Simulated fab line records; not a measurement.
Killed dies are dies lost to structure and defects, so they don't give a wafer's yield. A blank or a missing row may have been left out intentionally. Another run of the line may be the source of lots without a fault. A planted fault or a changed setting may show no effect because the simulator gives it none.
fab line records    flow sky130
record: lots: 7  wafers: 21  lastDay: 50
route steps=708 shown SD_N@350 SD_P@359 RES_XHIGH@360 SALICIDE@361 LI_CONTACT@362 PAD_OPEN@708
lots with no fault: from the same line, run without faults
startH: start of the lot's first displayed wafer, in hours after the record's first day    waitH: hours elapsed since this lot's preceding step    " repeats the value in the row above    L1.1+2: several wafers, shown together as one row    - either no value or no given start    * or withheld: withheld    < > ~ a bound
route shown NAME@n: a module of which the file shows steps, and the number in the route of the first    usual: mean/standard deviation taken from wafers without a fault    same: alike in all rows    chamber/n: place in a boat    sites: readings site by site    _std_site: the values' standard deviation    _edge_site: outer sites' mean less inner sites'    radiusMm: for every site, how far away it sits from the centre of the wafer    mask NAME#n: copy n    behind: the last tool/chamber to shape the wafer    hold: why the lot was held/for how many hours/how that ended    device: names the non-switching transistor (n, p or np)    end of line: the tests these same wafers got at the end of their route    a step given without rows: its recipe and nothing more    killed: dies that structure and defects cost at the first sort, which is not the same as the wafer's yield    map: a wafer's dies, marking killed ones x, the rest . and places with no die _
set.NAME: the setting that was run; set.NAME@STEP: the one run at that earlier step    model.NAME: the simulator's own value behind a step, which no gauge read
lots seen at some steps along the route; tables by step, rows by wafer
services: from which hour (startH, from the record's first day; less than 0 if before it) a tool's chamber was out of use, for how many hours, and why
== steps ==
step: SKY_SD_N_OVL_MEAS_08
usual: SD_N_OVL: 0.3/1.3
lot.wafer  tool        chamber  startH  waitH  SD_N_OVL[nm]
L863.1     overlay-01  -        739.93  0.1    0.8
L863.3     "           -        "       "      1.3
L863.5     "           -        "       "      2.0
L866.2     overlay-01  -        752.44  0.1    3.5
L866.3     "           -        "       "      3.7
L866.4     "           -        "       "      1.5
L869.1     overlay-02  -        778.71  0.1    0.9
L869.3     "           -        "       "      -0.1
L869.5     "           -        "       "      0.5
L870.2     overlay-02  -        784.41  0.1    -2.0
L870.4     "           -        "       "      -1.4
L870.5     "           -        "       "      1.0
L872.1     overlay-02  -        794.86  0.1    -2.1
L872.2     "           -        "       "      -1.3
L872.5     "           -        "       "      -1.9
L874.2     overlay-02  -        814.04  0.1    0.0
L874.3     "           -        "       "      -0.3
L874.5     "           -        "       "      -0.1
L876.2     overlay-01  -        824.11  0.1    -0.8
L876.4     "           -        "       "      -1.7
L876.5     "           -        "       "      0.2
step: SKY_SD_N_IMPLANT_09
recipe: species: As  energyKev: 50  doseCm2: 4e+15  tiltDeg: 0
step: SKY_SD_N_IMPLANT_10
recipe: species: P  energyKev: 20  doseCm2: 1e+14  tiltDeg: 0
step: SKY_SD_N_STRIP_11
recipe: chemistry: O2/N2  powerW: 1400  pressureMtorr: 1500  platenTempC: withheld  o2FlowSccm: 3000  n2FlowSccm: 300  overashFraction: 0.5
usual: drypumpMotorCurrentA: 5.73/0.29  oesProductAu: 0.528/0.0047  stripTimeToEndpointS: 22.55/0.043
lot.wafer  tool            chamber  startH  waitH  drypumpMotorCurrentA  oesProductAu  rfHoursCounterH  stripTimeToEndpointS
L863.1     plasmaAsher-03  0        740.27  0.1    5.48                  0.524         94               22.56
L863.3     "               0        "       "      5.53                  0.526         -                22.53
L863.5     "               0        "       "      5.48                  0.526         -                22.51
L866.2     plasmaAsher-01  1        752.77  0.1    5.71                  0.524         1                22.56
L866.3     "               1        "       "      5.71                  0.523         -                22.56
L866.4     "               0        "       "      5.94                  0.521         -                22.56
L869.1     plasmaAsher-03  1        779.04  0.1    5.58                  0.531         98               22.55
L869.3     "               1        "       "      5.56                  0.527         -                22.56
L869.5     "               1        "       "      5.55                  0.531         -                22.54
L870.2     plasmaAsher-03  1        784.74  0.1    5.53                  0.526         98               22.66
L870.4     "               1        "       "      5.55                  0.523         -                22.60
L870.5     "               0        "       "      5.51                  0.528         -                22.64
L872.1     plasmaAsher-01  1        795.19  0.1    5.69                  0.534         6                22.52
L872.2     "               0        "       "      5.94                  0.526         6                22.45
L872.5     "               0        "       "      5.92                  0.535         -                22.48
L874.2     plasmaAsher-03  0        814.37  0.1    5.49                  0.525         101              22.55
L874.3     "               0        "       "      5.50                  0.526         -                22.55
L874.5     "               0        "       "      5.49                  0.530         -                22.56
L876.2     plasmaAsher-03  1        824.44  0.1    5.54                  0.537         102              22.58
L876.4     "               0        "       "      5.49                  0.527         -                22.54
L876.5     "               0        "       "      5.51                  0.530         -                22.51
step: SKY_SD_N_TW_MEAS_12
usual: SD_N_TW: 3991/23
lot.wafer  tool          chamber  startH  waitH  SD_N_TW
L863.1     filmMetro-03  -        740.37  0.1    4012
L863.3     "             -        "       "      4019
L863.5     "             -        "       "      4016
L866.2     filmMetro-03  -        752.88  0.1    4036
L866.3     "             -        "       "      4009
L866.4     "             -        "       "      4021
L869.1     filmMetro-04  -        779.14  0.1    3957
L869.3     "             -        "       "      3961
L869.5     "             -        "       "      3959
L870.2     filmMetro-01  -        784.85  0.1    3965
L870.4     "             -        "       "      3983
L870.5     "             -        "       "      3960
L872.1     filmMetro-03  -        795.29  0.1    3996
L872.2     "             -        "       "      3986
L872.5     "             -        "       "      3966
L874.2     filmMetro-01  -        814.48  0.1    3980
L874.3     "             -        "       "      3984
L874.5     "             -        "       "      4006
L876.2     filmMetro-04  -        824.55  0.1    3971
L876.4     "             -        "       "      3991
L876.5     "             -        "       "      3977
step: SKY_SD_N_CLEAN_13
recipe: chemistry: SC1/SC2  mix: 1:4:20  tempC: 70  timeS: 150  dry: n2Spin
step: SKY_SD_N_RTA_14
recipe: tempC: 1075  timeS: 2  idleTempC: 650  rampUpCPerS: 150  rampDownCPerS: 90  ambient: N2
usual: lampPowerPct: 15.74/0.052  wafer_temp_C_max: 1078.2/1.2
lot.wafer  tool          chamber  startH  waitH  lampPowerPct  wafer_temp_C_max
L863.1     rtpAnneal-01  0        740.48  0.0    15.71         1076.7
L863.3     "             0        "       "      15.76         1077.1
L863.5     "             0        "       "      15.75         1078.6
L866.2     rtpAnneal-01  0        752.99  0.0    15.70         1075.8
L866.3     "             0        "       "      15.69         1077.9
L866.4     "             0        "       "      15.69         1077.6
L869.1     rtpAnneal-02  0        779.25  0.0    15.70         1078.8
L869.3     "             0        "       "      15.81         1078.8
L869.5     "             0        "       "      15.82         1080.2
L870.2     rtpAnneal-01  0        784.97  0.0    15.70         1076.3
L870.4     "             0        "       "      15.75         1077.7
L870.5     "             0        "       "      15.64         1077.5
L872.1     rtpAnneal-01  0        795.41  0.0    15.67         1077.3
L872.2     "             0        "       "      15.76         1077.9
L872.5     "             0        "       "      15.65         1078.2
L874.2     rtpAnneal-01  0        814.59  0.0    15.79         1078.6
L874.3     "             0        "       "      15.80         1080.3
L874.5     "             0        "       "      15.67         1079.1
L876.2     rtpAnneal-01  0        824.67  0.0    15.77         1078.6
L876.4     "             0        "       "      15.72         1078.7
L876.5     "             0        "       "      15.73         1076.6
step: SKY_SD_N_RS_MEAS_16
recipe: thkMeasGauge: four-point-probe
usual: SD_N_RS: 68.54/0.11
lot.wafer  tool          chamber  startH  waitH  SD_N_RS[ohm/sq]
L863.1     filmMetro-04  -        740.65  0.1    68.60
L863.3     "             -        "       "      68.51
L863.5     "             -        "       "      68.71
L866.2     filmMetro-01  -        753.18  0.1    68.42
L866.3     "             -        "       "      68.72
L866.4     "             -        "       "      68.49
L869.1     filmMetro-03  -        779.43  0.1    68.74
L869.3     "             -        "       "      68.60
L869.5     "             -        "       "      68.67
L870.2     filmMetro-01  -        785.15  0.1    68.45
L870.4     "             -        "       "      68.44
L870.5     "             -        "       "      68.61
L872.1     filmMetro-04  -        795.58  0.1    68.72
L872.2     "             -        "       "      68.68
L872.5     "             -        "       "      68.66
L874.2     filmMetro-04  -        814.77  0.1    68.64
L874.3     "             -        "       "      68.69
L874.5     "             -        "       "      68.63
L876.2     filmMetro-01  -        824.85  0.1    68.53
L876.4     "             -        "       "      68.51
L876.5     "             -        "       "      68.72
step: SKY_SD_N_RS_MEAS_17
recipe: thkMeasGauge: four-point-probe
usual: SD_P_RS: 147.1/0.34
lot.wafer  tool          chamber  startH  waitH  SD_P_RS[ohm/sq]
L863.1     filmMetro-04  -        740.77  0.1    147.3
L863.3     "             -        "       "      147.2
L863.5     "             -        "       "      147.2
L866.2     filmMetro-01  -        753.30  0.1    147.1
L866.3     "             -        "       "      146.8
L866.4     "             -        "       "      146.7
L869.1     filmMetro-03  -        779.55  0.1    147.5
L869.3     "             -        "       "      146.9
L869.5     "             -        "       "      147.2
L870.2     filmMetro-01  -        785.27  0.1    147.0
L870.4     "             -        "       "      146.7
L870.5     "             -        "       "      146.9
L872.1     filmMetro-04  -        795.70  0.1    147.2
L872.2     "             -        "       "      147.0
L872.5     "             -        "       "      147.1
L874.2     filmMetro-04  -        814.89  0.1    147.3
L874.3     "             -        "       "      147.3
L874.5     "             -        "       "      147.2
L876.2     filmMetro-01  -        824.97  0.1    147.0
L876.4     "             -        "       "      147.2
L876.5     "             -        "       "      146.6
step: SKY_SD_N_RS_MEAS_18
recipe: thkMeasGauge: four-point-probe
usual: RES_XHIGH_RS: 332.9/1.2
lot.wafer  tool          chamber  startH  waitH  RES_XHIGH_RS[ohm/sq]
L863.1     filmMetro-04  -        740.89  0.1    331.6
L863.3     "             -        "       "      332.9
L863.5     "             -        "       "      332.5
L866.2     filmMetro-01  -        753.42  0.1    334.4
L866.3     "             -        "       "      333.4
L866.4     "             -        "       "      333.1
L869.1     filmMetro-03  -        779.67  0.1    332.9
L869.3     "             -        "       "      331.6
L869.5     "             -        "       "      332.8
L870.2     filmMetro-01  -        785.39  0.1    332.7
L870.4     "             -        "       "      332.5
L870.5     "             -        "       "      332.6
L872.1     filmMetro-04  -        795.82  0.1    333.3
L872.2     "             -        "       "      331.4
L872.5     "             -        "       "      334.1
L874.2     filmMetro-04  -        815.01  0.1    332.2
L874.3     "             -        "       "      332.4
L874.5     "             -        "       "      334.3
L876.2     filmMetro-01  -        825.09  0.1    334.3
L876.4     "             -        "       "      332.6
L876.5     "             -        "       "      333.7
step: SKY_SALICIDE_CLEAN_00
recipe: chemistry: HF-last  timeS: 30  dilution: 100:1  dry: ipaMarangoni
step: SKY_LI_CONTACT_HDPCVD_00
recipe: material: PSG  targetThkNm: 930  sigmaOpenFrac: 0.3  timeS: 155  tempC: 600  sih4FlowSccm: 60  pressureMtorr: 6
lot.wafer   tool       chamber  startH  waitH
L863.1+3+5  hdpcvd-02  2,1,0    741.03  0.0
L866.2+3+4  hdpcvd-01  0,1,0    753.55  0.0
L869.1+3+5  hdpcvd-02  1,0,2    779.80  0.0
L870.2+4+5  hdpcvd-02  2,1,0    785.51  0.0
L872.1+2+5  hdpcvd-02  2,0,2    795.96  0.0
L874.2+3+5  hdpcvd-01  0,1,2    815.13  0.0
L876.2+4+5  hdpcvd-01  1,2,1    825.21  0.0
step: SKY_LI_CONTACT_THK_MEAS_01
recipe: reads: PSG_of_LI_CONTACT_HDPCVD_00
usual: LI_CONTACT_HDPCVD_THK: 927/13
lot.wafer  tool          chamber  startH  waitH  LI_CONTACT_HDPCVD_THK[nm]
L863.1     filmMetro-01  -        741.13  0.1    911
L863.3     "             -        "       "      923
L863.5     "             -        "       "      940
L866.2     filmMetro-04  -        753.66  0.1    926
L866.3     "             -        "       "      930
L866.4     "             -        "       "      937
L869.1     filmMetro-03  -        779.91  0.1    789
L869.3     "             -        "       "      813
L869.5     "             -        "       "      800
L870.2     filmMetro-04  -        785.62  0.1    787
L870.4     "             -        "       "      792
L870.5     "             -        "       "      814
L872.1     filmMetro-01  -        796.06  0.1    785
L872.2     "             -        "       "      807
L872.5     "             -        "       "      791
L874.2     filmMetro-04  -        815.24  0.1    936
L874.3     "             -        "       "      935
L874.5     "             -        "       "      898
L876.2     filmMetro-03  -        825.32  0.1    930
L876.4     "             -        "       "      909
L876.5     "             -        "       "      925
step: SKY_LI_CONTACT_CMP_02
recipe: material: PSG  downForcePsi: 4  platenRpm: 60  padVelocityMS: 0.94248
usual: motorCurrentA: 11.0/0.88  timeToEndpointS: 33/3.3
lot.wafer  tool    chamber  startH  waitH  motorCurrentA  timeToEndpointS
L863.3     cmp-01  2        741.24  0.1    10.9           30
L863.1     "       3        "       "      11.9           31
L863.5     "       1        "       "      11.2           37
L866.2     cmp-02  3        753.71  0.0    11.3           32
L866.3     "       1        "       "      12.7           33
L866.4     "       2        "       "      10.9           30
L869.3     cmp-01  3        780.02  0.1    11.2           34
L869.1     "       1        "       "      11.7           36
L869.5     "       3        "       "      11.6           33
L870.4     cmp-02  1        785.72  0.1    11.9           34
L870.2     "       2        "       "      11.1           29
L870.5     "       0        "       "      10.1           36
L872.1     cmp-01  3        796.17  0.1    11.3           33
L872.2     "       1        "       "      11.9           41
L872.5     "       2        "       "      11.0           31
L874.2     cmp-02  0        815.34  0.1    10.0           32
L874.3     "       2        "       "      11.1           32
L874.5     "       3        "       "      11.1           29
L876.2     cmp-02  3        825.42  0.1    11.3           32
L876.4     "       1        "       "      12.9           33
L876.5     "       2        "       "      10.9           29
step: SKY_LI_CONTACT_BOW_MEAS_03
recipe: mode: bow
usual: LI_CONTACT_BOW: 56/7.1
lot.wafer  tool          chamber  startH  waitH  LI_CONTACT_BOW[um]
L863.1     filmMetro-03  -        741.49  0.1    61
L863.3     "             -        "       "      63
L863.5     "             -        "       "      46
L866.2     filmMetro-01  -        754.06  0.3    71
L866.3     "             -        "       "      65
L866.4     "             -        "       "      62
L869.1     filmMetro-01  -        780.27  0.1    52
L869.3     "             -        "       "      46
L869.5     "             -        "       "      56
L870.2     filmMetro-01  -        785.99  0.2    48
L870.4     "             -        "       "      60
L870.5     "             -        "       "      49
L872.1     filmMetro-04  -        796.42  0.2    56
L872.2     "             -        "       "      59
L872.5     "             -        "       "      53
L874.2     filmMetro-01  -        815.61  0.2    58
L874.3     "             -        "       "      57
L874.5     "             -        "       "      49
L876.2     filmMetro-04  -        825.69  0.2    41
L876.4     "             -        "       "      56
L876.5     "             -        "       "      50
step: SKY_LI_CONTACT_DEHYDRATE_04
recipe: tempC: 200  timeS: 60
step: SKY_LI_CONTACT_HMDS_05
recipe: primeTimeS: 60  primeTempC: 120
step: SKY_LI_CONTACT_COAT_06
recipe: resist: BARC  tempC: withheld  timeS: withheld  spinRpm: 3000  resistThkNm: 60
step: SKY_LI_CONTACT_COAT_07
recipe: resist: KrF-thick  spinRpm: 3000  resistThkNm: 450
step: SKY_LI_CONTACT_SOFTBAKE_08
recipe: tempC: 100  timeS: 90  resist: KrF-thick
step: SKY_LI_CONTACT_EXPOSE_09
recipe: maskId: LICM1  na: 0.8  sourceShape: annular  sigmaInner: 0.55  sigmaOuter: 0.85  targetCdNm: 170  doseMj: 38
step: SKY_LI_CONTACT_PEB_10
recipe: pebTempC: withheld  pebTimeS: withheld  resist: KrF-thick
step: SKY_LI_CONTACT_DEVELOP_11
recipe: developTimeS: 60  resist: KrF-thick  devTempC: 21
step: SKY_LI_CONTACT_CD_MEAS_12
recipe: targetCdNm: 170
usual: cdNm: 169.8/1.4
lot.wafer  tool      chamber  startH  waitH  cdNm
L863.1     cdSem-02  -        767.84  -      167.8
L863.3     "         -        "       "      167.9
L863.5     "         -        "       "      167.5
L866.2     cdSem-02  -        780.66  -      171.2
L866.3     "         -        "       "      169.9
L866.4     "         -        "       "      170.3
L869.1     cdSem-01  -        806.04  -      170.4
L869.3     "         -        "       "      171.9
L869.5     "         -        "       "      172.7
L870.2     cdSem-02  -        812.73  -      170.6
L870.4     "         -        "       "      170.0
L870.5     "         -        "       "      170.0
L872.1     cdSem-02  -        822.29  -      168.5
L872.2     "         -        "       "      167.6
L872.5     "         -        "       "      169.1
L874.2     cdSem-02  -        841.88  -      169.0
L874.3     "         -        "       "      169.5
L874.5     "         -        "       "      169.3
L876.2     cdSem-02  -        852.28  -      172.9
L876.4     "         -        "       "      173.0
L876.5     "         -        "       "      173.1
step: SKY_LI_CONTACT_OVL_MEAS_13
usual: LI_CONTACT_OVL: 0/6.4
lot.wafer  tool        chamber  startH  waitH  LI_CONTACT_OVL[nm]
L863.1     overlay-02  -        767.96  0.1    -11
L863.3     "           -        "       "      -12
L863.5     "           -        "       "      -13
L866.2     overlay-02  -        780.76  0.1    -2
L866.3     "           -        "       "      -2
L866.4     "           -        "       "      5
L869.1     overlay-02  -        806.16  0.1    1
L869.3     "           -        "       "      4
L869.5     "           -        "       "      0
L870.2     overlay-01  -        812.84  0.1    10
L870.4     "           -        "       "      9
L870.5     "           -        "       "      13
L872.1     overlay-02  -        822.41  0.1    -2
L872.2     "           -        "       "      2
L872.5     "           -        "       "      -2
L874.2     overlay-02  -        841.99  0.1    -7
L874.3     "           -        "       "      -5
L874.5     "           -        "       "      -10
L876.2     overlay-02  -        852.39  0.1    8
L876.4     "           -        "       "      7
L876.5     "           -        "       "      12
step: SKY_LI_CONTACT_ETCH_14
recipe: chemistry: N2/H2  target: BARC  ionEnergyEv: 200  sourceW: 500  biasW: 100  pressureMtorr: 30  n2FlowSccm: 100  h2FlowSccm: 200  stopOn: SiO2  timeS: 45.9  targetDepthA: 600
usual: drypumpMotorCurrentA: 5.8/0.48  oesProductAu: 0.854/0.0047  throttleValvePct: 13.224/0.0092
lot.wafer  tool        chamber  startH  waitH  drypumpMotorCurrentA  oesProductAu  rfHoursCounterH  throttleValvePct
L863.1     rieDiel-01  2        767.99  0.0    6.1                   0.865         1                13.212
L863.3     "           1        "       "      6.2                   0.861         9                13.221
L863.5     "           3        "       "      6.1                   0.858         -                13.227
L866.2     rieDiel-03  1        780.79  0.0    5.6                   0.854         5                13.216
L866.3     "           3        "       "      5.9                   0.859         1                13.230
L866.4     "           0        "       "      5.6                   0.855         12               13.232
L869.1     rieDiel-01  0        806.19  0.0    5.2                   0.857         24               13.213
L869.3     "           3        "       "      6.1                   0.854         17               13.216
L869.5     "           1        "       "      6.2                   0.857         -                13.217
L870.2     rieDiel-01  0        812.87  0.0    5.2                   0.853         25               13.223
L870.4     "           3        "       "      6.1                   0.858         18               13.232
L870.5     "           2        "       "      6.1                   0.852         -                13.220
L872.1     rieDiel-03  1        822.44  0.0    5.6                   0.852         6                13.217
L872.2     "           0        "       "      5.6                   0.854         13               13.218
L872.5     "           0        "       "      5.6                   0.851         -                13.220
L874.2     rieDiel-03  3        842.02  0.0    5.9                   0.849         2                13.216
L874.3     "           1        "       "      5.6                   0.860         7                13.228
L874.5     "           3        "       "      5.9                   0.850         -                13.215
L876.2     rieDiel-03  3        852.42  0.0    5.9                   0.850         2                13.223
L876.4     "           1        "       "      5.6                   0.861         7                13.236
L876.5     "           2        "       "      6.3                   0.850         -                13.219
step: SKY_LI_CONTACT_ETCH_15
recipe: target: PSG  chemistry: C4F8/O2/Ar  stopOn: Si  taperDeg: 4.15  maskMaterial: KrF-thick  sourceW: 1500  biasW: 1200  pressureMtorr: 40  c4f8FlowSccm: withheld  O2_flow_sccm: 6  Ar_flow_sccm: 300  timeS: withheld  targetDepthA: 6000
usual: oesProductAu: 0.838/0.0046
lot.wafer  tool        chamber  startH  waitH  oesProductAu
L863.1     rieDiel-01  2        768.04  0.0    0.836
L863.3     "           1        "       "      0.840
L863.5     "           3        "       "      0.846
L866.2     rieDiel-03  1        780.84  0.0    0.839
L866.3     "           3        "       "      0.840
L866.4     "           0        "       "      0.838
L869.1     rieDiel-01  0        806.24  0.0    0.744
L869.3     "           3        "       "      0.733
L869.5     "           1        "       "      0.734
L870.2     rieDiel-01  0        812.91  0.0    0.734
L870.4     "           3        "       "      0.737
L870.5     "           2        "       "      0.736
L872.1     rieDiel-03  1        822.49  0.0    0.742
L872.2     "           0        "       "      0.749
L872.5     "           0        "       "      0.736
L874.2     rieDiel-03  3        842.06  0.0    0.841
L874.3     "           1        "       "      0.841
L874.5     "           3        "       "      0.842
L876.2     rieDiel-03  3        852.46  0.0    0.844
L876.4     "           1        "       "      0.836
L876.5     "           2        "       "      0.839
step: SKY_LI_CONTACT_STRIP_16
recipe: chemistry: O2/N2  powerW: 1400  pressureMtorr: 1500  platenTempC: withheld  o2FlowSccm: 3000  n2FlowSccm: 300  overashFraction: 0.5
usual: drypumpMotorCurrentA: 5.99/0.28  oesProductAu: 0.376/0.0052  stripTimeToEndpointS: 3.51/0.05
lot.wafer  tool            chamber  startH  waitH  drypumpMotorCurrentA  oesProductAu  rfHoursCounterH  stripTimeToEndpointS
L863.1     plasmaAsher-02  1        768.12  -      6.26                  0.373         30               3.49
L863.3     "               0        "       "      5.71                  0.380         -                3.46
L863.5     "               0        "       "      5.72                  0.374         -                3.52
L866.2     plasmaAsher-01  0        780.92  -      5.92                  0.372         4                3.46
L866.3     "               0        "       "      5.93                  0.378         -                3.57
L866.4     "               1        "       "      5.69                  0.376         -                3.59
L869.1     plasmaAsher-04  0        806.32  -      5.92                  0.374         66               3.47
L869.3     "               1        "       "      6.43                  0.379         -                3.52
L869.5     "               0        "       "      5.92                  0.374         -                3.44
L870.2     plasmaAsher-04  0        812.99  -      5.95                  0.374         67               3.49
L870.4     "               0        "       "      5.94                  0.373         -                3.50
L870.5     "               1        "       "      6.47                  0.375         -                3.46
L872.1     plasmaAsher-01  0        822.57  -      5.94                  0.378         7                3.47
L872.2     "               1        "       "      5.68                  0.373         7                3.57
L872.5     "               0        "       "      5.93                  0.374         -                3.59
L874.2     plasmaAsher-04  1        842.14  -      6.44                  0.380         70               3.56
L874.3     "               0        "       "      5.93                  0.377         -                3.46
L874.5     "               0        "       "      5.93                  0.380         -                3.58
L876.2     plasmaAsher-02  0        852.54  -      5.71                  0.380         39               3.61
L876.4     "               0        "       "      5.74                  0.372         -                3.46
L876.5     "               0        "       "      5.71                  0.373         -                3.50
step: SKY_PAD_OPEN_PROBE_99
usual: defectLimitedYield: 82.6/1.8  killed_at_M0_to_M3: 43/6.3  killed_at_M4_up: 3.0/1.6  killedAtContacts: 25/5  killedAtFrontEnd: 15/4.4  killedAtOther: 0.3/0.8  killedDies: 85/8.7  killedOpen: 47/6.9  killedShort: 38/6.3  sort_bin_3_pad_short: 0.9/0.39  sort_bin_5_function: 10.3/1.3  sort_bin_6_memory: 6.2/1.1  sortNPass: 407/8.8  sortYieldPct: 82.6/1.8
same: grossDies: 492  killedAtBackSide: 0  sort_bin_4_leakage[%]: 0  sort_bin_8_speed[%]: 0
lot.wafer  tool       chamber  startH   waitH  defectLimitedYield[%]  killed_at_M0_to_M3  killed_at_M4_up  killedAtContacts  killedAtFrontEnd  killedAtOther  killedDies  killedOpen  killedShort  sort_bin_3_pad_short[%]  sort_bin_5_function[%]  sort_bin_6_memory[%]  sortNPass  sortYieldPct[%]
L866.2     prober-02  -        1154.14  0.1    83.7                   41                  6                20                13                0              80          42          38           1.2                      9.3                     5.7                   412        83.7
L866.3     prober-02  -        1154.19  0.2    82.1                   49                  2                24                13                0              88          43          45           1.2                      10.8                    5.9                   404        82.1
L866.4     prober-02  -        1154.24  0.2    82.7                   45                  6                18                16                0              85          53          32           1.2                      10.2                    5.9                   407        82.7
L876.2     prober-02  -        1196.63  0.1    82.3                   35                  5                23                24                0              87          49          38           1.4                      10.0                    6.3                   405        82.3
L876.4     prober-02  -        1196.73  0.2    82.1                   50                  2                18                17                1              88          37          50           0.4                      10.2                    7.3                   404        82.1
L876.5     prober-02  -        1196.78  0.2    87.0                   36                  3                13                12                0              64          37          27           0.6                      8.3                     4.1                   428        87.0
L874.2     prober-01  -        1199.60  0.1    81.3                   53                  6                21                12                0              92          46          46           1.8                      11.6                    5.3                   400        81.3
L874.3     prober-01  -        1199.65  0.2    85.8                   36                  2                16                16                0              70          36          34           0.4                      8.7                     5.1                   422        85.8
L874.5     prober-01  -        1199.75  0.2    85.4                   38                  5                18                11                0              72          40          32           0.6                      9.3                     4.7                   420        85.4
killed by level:class
L866.2 METAL2:geometricParticle:short=8 VIA2:geometricParticle:open=8 VIA1:geometricParticle:open=7 LI_CONTACT:geometricParticle:open=6 CONTACT:geometricParticle:open=6 VIA3:geometricParticle:open=5 METAL1:geometricParticle:short=4 FIELD_ISO:geometricParticle:short=3
L866.3 VIA3:geometricParticle:open=10 VIA2:geometricParticle:open=9 CONTACT:geometricParticle:open=8 LI_CONTACT:geometricParticle:open=6 CONTACT:geometricParticle:short=6 VIA2:geometricParticle:short=6 METAL1:geometricParticle:short=5 METAL2:geometricParticle:short=5
L866.4 VIA1:geometricParticle:open=13 CONTACT:geometricParticle:open=7 VIA2:geometricParticle:open=7 VIA3:geometricParticle:open=7 POLY_GATE:geometricParticle:open=6 METAL2:geometricParticle:short=6 CONTACT:geometricParticle:short=5 VIA1:geometricParticle:short=4
L876.2 CONTACT:geometricParticle:open=10 FIELD_ISO:geometricParticle:short=9 VIA1:geometricParticle:open=8 FIELD_ISO:geometricParticle:open=6 VIA3:geometricParticle:open=6 POLY_GATE:geometricParticle:open=4 LI_CONTACT:geometricParticle:open=4 METAL1:geometricParticle:short=4
L876.4 METAL2:geometricParticle:short=12 VIA3:geometricParticle:open=10 FIELD_ISO:geometricParticle:short=9 VIA2:geometricParticle:open=7 CONTACT:geometricParticle:open=7 VIA1:geometricParticle:open=7 METAL1:geometricParticle:short=5 LOCAL_INTERCONNECT:geometricParticle:short=4
L876.5 VIA1:geometricParticle:open=11 CONTACT:geometricParticle:open=7 VIA3:geometricParticle:open=6 FIELD_ISO:geometricParticle:open=5 LI_CONTACT:geometricParticle:short=4 METAL2:geometricParticle:short=4 VIA1:geometricParticle:short=4 VIA2:geometricParticle:open=3
L874.2 VIA1:geometricParticle:open=14 VIA3:geometricParticle:short=7 CONTACT:geometricParticle:open=7 METAL3:geometricParticle:short=6 VIA2:geometricParticle:open=6 FIELD_ISO:geometricParticle:short=5 METAL2:geometricParticle:short=5 VIA3:geometricParticle:open=5
L874.3 VIA1:geometricParticle:open=9 CONTACT:geometricParticle:open=6 POLY_GATE:geometricParticle:open=5 CONTACT:geometricParticle:short=5 VIA2:geometricParticle:short=5 VIA3:geometricParticle:open=5 POLY_GATE:geometricParticle:short=4 METAL1:geometricParticle:short=4
L874.5 VIA1:geometricParticle:open=13 CONTACT:geometricParticle:short=7 VIA3:geometricParticle:open=6 CONTACT:geometricParticle:open=5 METAL2:geometricParticle:short=5 LI_CONTACT:geometricParticle:open=3 VIA1:geometricParticle:short=3 VIA2:geometricParticle:short=3
== services ==
tool            chamber  startH  hours  kind
cmp-02          -        726.80  1.8    repair
plasmaAsher-02  -        729.60  15.6   pm
plasmaAsher-01  -        733.75  9.0    pm
plasmaAsher-01  0        733.75  9.0    ventCycle
plasmaAsher-01  1        733.75  9.0    ventCycle
cmp-02          -        740.83  0.3    repair
plasmaAsher-01  0        742.75  -      clean
plasmaAsher-01  1        742.75  -      clean
cmp-02          -        744.43  4.0    pm
hdpcvd-01       -        748.04  2.9    repair
cmp-02          -        748.43  -      consumableReplace:conditioner
cmp-02          -        748.43  -      consumableReplace:pad
plasmaAsher-02  -        756.63  11.1   repair
plasmaAsher-03  -        762.87  4.5    repair
cmp-01          -        766.93  0.5    repair
rieDiel-01      0        779.55  3.6    repair
plasmaAsher-03  -        782.71  1.7    repair
rieDiel-03      1        789.64  2.9    repair
cmp-01          -        790.44  5.3    pm
plasmaAsher-03  -        790.51  2.8    pm
plasmaAsher-01  -        802.16  12.6   repair
rieDiel-03      3        808.40  26.5   repair
cmp-02          -        819.99  0.2    repair
cmp-02          -        827.00  2.4    repair
== key ==
firstSign: step: SKY_LI_CONTACT_THK_MEAS_01  reading: LI_CONTACT_HDPCVD_THK  direction: down  sigmas: 10  usual: 927  struck: 798
effect: step: SKY_LI_CONTACT_ETCH_15  reading: oesProductAu  direction: down  sigmas: 22  usual: 0.838  struck: 0.738
metAt SKY_LI_CONTACT_HDPCVD_00
struckWafers L869.1,L869.3,L869.5,L870.2,L870.4,L870.5,L872.1,L872.2,L872.5
rowsEnd L869.1,L869.3,L869.5,L870.2,L870.4,L870.5,L872.1,L872.2,L872.5
onsetBetween 741.03 779.80
fault: kind: siteProfileDrift  tool: hdpcvd-02  chamber: -  onsetH: 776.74  steps: SKY_LI_CONTACT_HDPCVD_00  basis: fraction  maxAbsDrift: 0.31135  slopeSharePerHr: 69.189  sitePattern: 0,0,0,0,0,-1,-1,-1,-1
rowsEnd: these wafers met a further fault down the route, and their rows from its step on are left out
